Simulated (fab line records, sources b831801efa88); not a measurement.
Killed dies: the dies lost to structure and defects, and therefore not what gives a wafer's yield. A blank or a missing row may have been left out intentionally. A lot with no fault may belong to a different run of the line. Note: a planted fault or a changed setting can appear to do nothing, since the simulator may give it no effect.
A struck lot beside a sound one -- flow gf180mcu -- 15 out of 602 route steps
Sound: wafers L159.1, L159.4, L159.5. The struck wafers were L154.1, L154.5, L154.6. The cause comes at the end.
Per side, at each step with rows, come the tool, then ch with its chambers, and then its first start. Under that, the readings that differ: sound wafers -- struck wafers -- difference of the means -- sigmas: that difference in standard deviations of wafers without a fault.
alike: words and numbers the same on both sides, and readings whose means are apart by under 2 such deviations; not compared: readings that were withheld, readings missing a value for some wafer, numbers with overlapping values and no deviation given by the record, and bounds like >300 which may hide the same value.
A row with sigmas, a row that says differs or no value, or rows on one side alone: a step with any of these is where the two part. When numbers do not overlap yet have no deviation, they are printed without sigmas and do not part them. Lack of a reading on every wafer of one side parts them only where that side has two or more wafers.

GF_MIM_SPUTTER_08: material AlCu, target thk 200 nm, time 10.6 s.
  struck on pvd-sputter-03, day 26 16:55; sound on pvd-sputter-01, day 28 07:07
  alike: throttle-valve-pct
GF_MIM_SPUTTER_09: material TiN, target thk 35 nm, time 29.2 s.
  struck on pvd-sputter-03, day 26 16:56; sound on pvd-sputter-01, day 28 07:08
  alike: throttle-valve-pct
GF_MIM_RS_MEAS_10: uses a four-point probe to measure.
  struck on film-metro-01, day 26 16:59; sound on film-metro-04, day 28 07:10
reading,sound,struck,difference,sigmas
MIM_ALCU_RS (ohm/sq),0.1639 0.1639 0.1629,0.1595 0.1575 0.1575,-0.0054,-3
GF_MIM_THK_MEAS_11: measures by xrf.
  struck on film-metro-01, day 26 17:06; sound on film-metro-04, day 28 07:17
reading,sound,struck,difference,sigmas
MIM_ALCU_THK (nm),192.5 193.2 193.6,198.1 201.2 201.4,+7.1,+3
then, 7 steps without rows for these wafers: GF_MIM_DEHYDRATE_12 (time 60 s); GF_MIM_HMDS_13 (prime time 60 s); GF_MIM_COAT_14 (resist thk 1000 nm); GF_MIM_SOFTBAKE_15 (time 60 s); GF_MIM_EXPOSE_16 (exposes mask FuseTop, target cd 2000 nm); GF_MIM_PEB_17; GF_MIM_DEVELOP_18 (develop time 60 s).
GF_MIM_METAL_ETCH_19: etches the open film in Cl2/BCl3, stops on Si3N4, target depth 324.5 nm, time 54.1 s.
  sound on rie-metal-02 ch 0,1, day 29 01:52; struck on rie-metal-03 ch 0,1, day 27 13:02
  alike: drypump-motor-current-A, mfc-cl2-sccm, oes-product-au, throttle-valve-pct
  not compared: rf-hours-counter-h
GF_MIM_STRIP_20: strips in O2/N2.
  sound on plasma-asher-04 ch 0, day 29 01:56; struck on plasma-asher-02 ch 0,1, day 27 13:07
  no value came back on the struck wafers for any of 6 readings (chamber-pressure-mTorr (mTorr), drypump-motor-current-A (A) and others); on the sound wafers chamber-pressure-mTorr (mTorr) reads 1501.2 1502.8 1498.8
reading,sound,struck,difference,sigmas
model.NOVOLAK_of_MIM_COAT_14.thk-nm (nm),0 0 0,866 865.3 867.9,+866,
  not compared: rf-hours-counter-h
then, 1 step without rows for these wafers: GF_MIM_STRIP_21 (strips in post etch residue remover, time 1200 s).
-- the record jumps here: 3 days lie between the struck wafers' starts before and after (it left off in module MIM and takes up again in module PASSIVATION, whose first step shown is number 602 of the route) --
GF_PASSIVATION_PROBE_99:
  record: rows for the struck wafers here (prober-01, day 30 23:33), none for the sound ones

## WHERE THEY PART
Last at GF_PASSIVATION_PROBE_99 as far as this record goes, first at GF_MIM_RS_MEAS_10.

WHY: the cause the simulator had injected
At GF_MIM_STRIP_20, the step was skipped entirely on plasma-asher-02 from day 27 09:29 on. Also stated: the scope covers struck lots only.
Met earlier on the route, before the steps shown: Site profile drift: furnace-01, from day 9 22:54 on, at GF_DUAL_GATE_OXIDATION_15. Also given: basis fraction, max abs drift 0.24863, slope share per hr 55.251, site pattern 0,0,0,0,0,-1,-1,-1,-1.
